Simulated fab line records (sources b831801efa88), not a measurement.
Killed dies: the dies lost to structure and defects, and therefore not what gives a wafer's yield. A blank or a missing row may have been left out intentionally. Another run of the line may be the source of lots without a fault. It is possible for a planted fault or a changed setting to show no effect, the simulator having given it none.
Which of the tools did it?    flow gf180mcu    11 lots with 33 wafers sampled at 4 steps, on a route of 602 steps

WHAT EACH GAUGE READ, for each wafer
GF_PSD_RS_MEAS_14: uses a four-point probe to measure. Usual: NSD_RS typically reads 46.11 ohm/sq, with standard deviation 0.1.
lot   measured      on             NSD_RS (ohm/sq)    flag
L910  day 14 08:13  film metro-03  46.06 46.00 45.99  
L911  day 14 09:11  film metro-03  46.16 45.98 45.95  
L915  day 15 18:16  film metro-03  45.95 45.95 46.03  
L917  day 16 10:58  film metro-03  46.07 46.10 46.00  
L919  day 17 02:23  film metro-03  44.97 44.95 44.99  OFF
L920  day 17 13:31  film metro-01  45.05 44.98 45.01  OFF
L926  day 20 01:18  film metro-04  46.15 46.27 46.18  
L928  day 20 15:37  film metro-04  45.95 46.08 46.07  
L930  day 21 06:49  film metro-04  46.07 46.26 46.22  
L931  day 21 12:26  film metro-01  46.07 46.25 46.24  
L932  day 22 10:25  film metro-01  46.09 46.17 46.12  

GF_PSD_RS_MEAS_15: uses a four-point probe to measure. Usual: PSD_RS typically reads 108.45 ohm/sq, with standard deviation 0.24.
lot   measured      on             PSD_RS (ohm/sq)       flag
L910  day 14 08:20  film metro-03  108.07 108.21 108.12  
L911  day 14 09:19  film metro-03  107.91 107.87 108.01  
L915  day 15 18:23  film metro-03  108.17 107.73 108.44  
L917  day 16 11:05  film metro-03  108.42 108.75 108.41  
L919  day 17 02:30  film metro-03  104.40 104.75 104.23  OFF
L920  day 17 13:38  film metro-01  104.41 104.18 104.32  OFF
L926  day 20 01:25  film metro-04  108.47 108.84 108.48  
L928  day 20 15:44  film metro-04  108.16 108.28 108.29  
L930  day 21 06:56  film metro-04  108.45 108.50 108.87  
L931  day 21 12:34  film metro-01  108.41 108.94 108.55  
L932  day 22 10:32  film metro-01  108.63 108.45 108.23  

EACH LOT AND THE TOOL THAT RAN IT (in order: tool; ch and the chambers of the sampled wafers; start)
lot   GF_HV_LDD_ETCHBACK_58               GF_PSD_RTA_13
L910  rie diel-04 ch 0,2,3, day 12 16:18  rtp anneal-02 ch 0, day 14 08:08
L911  rie diel-03 ch 1,2,3, day 12 16:41  rtp anneal-01 ch 0, day 14 09:07
L915  rie diel-03 ch 0,2,3, day 13 23:43  rtp anneal-02 ch 0, day 15 18:10
L917  rie diel-01 ch 0,1,3, day 14 15:17  rtp anneal-02 ch 0, day 16 10:53
L919  rie diel-03 ch 0,2, day 15 05:45    rtp anneal-02 ch 0, day 17 02:18
L920  rie diel-04 ch 0,2,3, day 15 15:37  rtp anneal-02 ch 0, day 17 13:26
L926  rie diel-01 ch 0,1, day 18 01:16    rtp anneal-01 ch 0, day 20 01:13
L928  rie diel-04 ch 0,1,2, day 18 15:13  rtp anneal-02 ch 0, day 20 15:32
L930  rie diel-01 ch 0,2,3, day 19 05:45  rtp anneal-01 ch 0, day 21 06:43
L931  rie diel-03 ch 1,2,3, day 19 10:41  rtp anneal-02 ch 0, day 21 12:21
L932  rie diel-01 ch 0,2, day 20 10:04    rtp anneal-01 ch 0, day 22 10:20
- GF_HV_LDD_ETCHBACK_58: etches Si3N4 in CH3F/O2, stops on SiO2, time 100 s, target depth 90 nm.
- GF_PSD_RTA_13: time 20 s.

AS READ BY THE TOOLS THEMSELVES (means over the sampled wafers that have a number; for cases with no such wafer, the mark the record gives instead)
GF_HV_LDD_ETCHBACK_58. Usual: O2_flow_sccm 30.00 sccm, standard deviation 0.1; drypump motor current A 5.7 A, standard deviation 0.39; oes product au 0.842 a.u., standard deviation 0.006; throttle valve pct 10.561 %, standard deviation 0.0081.
lot   tool         O2_flow_sccm (sccm)  drypump motor current A (A)  oes product au (a.u.)  throttle valve pct (%)  flag
L910  rie diel-04  29.99                5.8                          0.849                  10.553                  
L911  rie diel-03  30.01                5.7                          0.841                  10.558                  
L915  rie diel-03  30.03                5.6                          0.840                  10.558                  
L917  rie diel-01  30.04                5.8                          0.849                  10.565                  
L919  rie diel-03  29.99                5.4                          0.837                  10.559                  
L920  rie diel-04  29.99                5.8                          0.849                  10.567                  
L926  rie diel-01  29.89                6.1                          0.853                  10.560                  
L928  rie diel-04  30.04                5.8                          0.832                  10.568                  
L930  rie diel-01  30.12                5.5                          0.844                  10.563                  
L931  rie diel-03  30.02                5.7                          0.843                  10.563                  
L932  rie diel-01  30.00                5.6                          0.844                  10.555                  

GF_PSD_RTA_13. Usual: lamp power pct 32.6 %, standard deviation 0.99; wafer_temp_C_max 1029.5, standard deviation 0.87.
lot   tool           lamp power pct (%)  wafer_temp_C_max  flag
L910  rtp anneal-02  31.4                1029.4            
L911  rtp anneal-01  33.4                1029.8            
L915  rtp anneal-02  31.4                1029.5            
L917  rtp anneal-02  31.4                1029.2            
L919  rtp anneal-02  32.0                1037.6            OFF
L920  rtp anneal-02  32.0                1037.8            OFF
L926  rtp anneal-01  33.4                1029.3            
L928  rtp anneal-02  31.4                1029.3            
L930  rtp anneal-01  33.4                1030.7            
L931  rtp anneal-02  31.4                1030.2            
L932  rtp anneal-01  33.4                1029.7            

THE ANSWER, worked out from the rows above alone
Rule: lot off if the mean of its wafers having a number is beyond 3 standard deviations from the usual mean. Also off: a lot with no number at a reading for which 4 or more lots have one. All remaining lots with rows at the step are treated as sound. The gauges are gone through in route order, then the tools' own readings, and for those a lot's mean is taken as printed above. At the first step where some lot is off, the reading lying furthest off is the one used; lots without a number count as furthest.
Off: L919, L920, seen at GF_PSD_RS_MEAS_14 (NSD_RS).
If a tool, at a process step before that reading, ran all the lots that are off and no sound lot after the first of them, it fits. Not tried: the gauges at GF_PSD_RS_MEAS_14; whatever is off there is also off at GF_PSD_RTA_13, on other tools, and gauge error can't account for it. Of those tried, none fits.

WHAT THE SIMULATOR PUT IN
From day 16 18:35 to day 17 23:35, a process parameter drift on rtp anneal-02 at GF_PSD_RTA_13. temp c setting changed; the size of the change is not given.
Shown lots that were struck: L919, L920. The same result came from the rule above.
